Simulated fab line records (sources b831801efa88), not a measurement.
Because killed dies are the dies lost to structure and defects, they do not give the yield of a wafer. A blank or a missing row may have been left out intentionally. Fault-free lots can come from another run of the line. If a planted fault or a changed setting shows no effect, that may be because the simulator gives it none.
A single fault, viewed from 2 desks    flow gf180mcu    only its own numbers are on each desk; what lay behind them is given at the end

== TOOL OWNER'S DESK, krf scanner-02 ==
The tool's own readings at GF_M3_EXPOSE_11 (exposes mask Metal3, target cd 280 nm): means of the sampled wafers that have a number, for each lot that ran on this tool. Any lot whose mean is over 4 standard deviations away from the usual mean is out of limits and marked OUT; that distance is given in the brackets.
Columns: A = exposure dose mJ cm2 at GF_M3_EXPOSE_11, usual 28.05; B = focus offset nm at GF_M3_EXPOSE_11, usual -0.1 nm
lot   first seen here  A      B
L188  day 20 20:05     28.00  -0.4
L191  day 22 00:34     27.99  0.6
L192  day 22 20:47     28.00  0.1
L193  day 23 08:37     27.98  -0.7
L206  day 27 01:59     27.94  -0.1
L208  day 27 16:43     27.92  -0.2
L209  day 27 21:46     28.01  0.0
This desk's verdict: no lot among the 7 shows anything out of limits.

== FROM THE METROLOGY DESK ==
Means of the sampled wafers that have a number, per lot and without regard to the tool the lot ran on: this is what the gauges read. Any lot whose mean is over 4 standard deviations away from the usual mean is out of limits and marked OUT; that distance is given in the brackets.
Columns: A = V2_OVL at GF_V2_OVL_MEAS_15, usual -3 nm
lot   first seen here  A
L188  day 20 05:48     -3
L190  day 21 01:41     -3
L191  day 21 11:14     -9
L192  day 22 07:13     -6
L193  day 22 19:44     -2
L195  day 23 02:14     -3
L202  day 25 09:01     -6
L203  day 25 14:49     3
L205  day 26 08:06     2
L206  day 26 13:49     -2
L207  day 26 21:52     -7
L208  day 27 04:47     -14
L209  day 27 10:19     -8
L210  day 27 16:42     -0
This desk's verdict: no lot among the 14 shows anything out of limits.

== BROUGHT TOGETHER ==
The tool owner's desk saw nothing out of limits.
From the metrology desk's view, nothing was out of limits.

== WHAT THE SIMULATOR PUT IN ==
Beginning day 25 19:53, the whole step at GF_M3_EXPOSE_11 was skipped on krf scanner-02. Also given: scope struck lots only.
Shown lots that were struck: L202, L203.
